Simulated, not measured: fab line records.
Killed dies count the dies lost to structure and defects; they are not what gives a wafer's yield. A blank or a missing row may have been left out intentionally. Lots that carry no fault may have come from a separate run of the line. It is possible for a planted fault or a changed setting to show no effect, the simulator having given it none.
Matching of chambers ; flow sky130 ; cmp-02 running SKY_VIA4_CMP_02: 4 sister chambers
The step polishes SiO2. 45 wafers are shown with their chamber, then 12 later ones without.

WAFERS WITH THEIR CHAMBER
wafer;chamber;motorCurrentA (A)
L074.3;2;12.9
L074.4;3;14.3
L074.5;0;12.4
L075.1;3;12.7
L075.4;2;12.3
L075.6;0;12.3
L076.1;2;13.1
L076.5;1;12.7
L076.6;2;12.1
L077.2;0;12.3
L077.3;2;12.3
L077.5;0;12.3
L078.1;0;12.0
L078.4;2;12.7
L078.5;3;12.9
L079.1;0;12.2
L079.2;3;13.2
L079.6;3;12.8
L081.1;2;13.1
L081.3;0;11.5
L081.5;3;12.2
L084.1;2;12.0
L084.4;3;13.3
L084.6;0;12.0
L085.1;3;12.9
L085.2;0;12.1
L085.6;0;12.4
L085.3;1;11.8
L085.4;2;12.7
L085.5;1;11.5
L088.3;3;12.9
L088.4;2;12.6
L088.6;3;13.3
L089.2;1;11.7
L089.3;2;12.8
L089.5;1;12.0
L091.1;1;12.7
L091.2;2;12.2
L091.4;0;12.2
L090.2;3;12.7
L090.3;0;12.3
L090.4;1;12.6
L092.3;0;11.9
L092.5;3;12.9
L092.6;2;12.7

SIGNATURES (means of the wafers above)
reading;chamber 0;chamber 1;chamber 2;chamber 3;scatter within a chamber
motorCurrentA;12.146;12.143;12.577;13.008;0.406
Rule: for each reading, subtract the chamber's mean from the wafer's reading, divide by that reading's scatter and square the result; add these up over the readings and take the root, which gives the wafer's distance from the chamber. The wafer belongs to the nearest chamber; if the next one is less than 2 further off, it can't be placed. The scatter: the root of (the sum of the squares of (reading less its chamber's mean) over the shown wafers, divided by (wafers less chambers)).

WAFERS WITHOUT THEIR CHAMBER
wafer;motorCurrentA (A)
L093.2;12.2
L093.3;12.3
L093.5;12.5
L093.1;13.1
L093.4;12.7
L093.6;12.7
L096.1;11.2
L096.2;12.1
L096.5;11.9
L096.3;12.9
L096.4;13.0
L096.6;13.1

CHAMBER TAKEN BY EACH
wafer;from the rows above;in truth
L093.2;can't be placed: 0 or 1 or 2 or 3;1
L093.3;can't be placed: 0 or 1 or 2 or 3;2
L093.5;can't be placed: 2 or 0 or 1 or 3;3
L093.1;can't be placed: 3 or 2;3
L093.4;can't be placed: 2 or 3 or 0 or 1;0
L093.6;can't be placed: 2 or 3 or 0 or 1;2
L096.1;can't be placed: 1 or 0 or 2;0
L096.2;can't be placed: 1 or 0 or 2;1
L096.5;can't be placed: 1 or 0 or 2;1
L096.3;can't be placed: 3 or 2 or 0 or 1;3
L096.4;can't be placed: 3 or 2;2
L096.6;can't be placed: 3 or 2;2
Placed correctly: 0 of 12. From these rows, 12 cannot be placed; in 12 the true chamber is one of the candidates. Wrongly placed: 0.
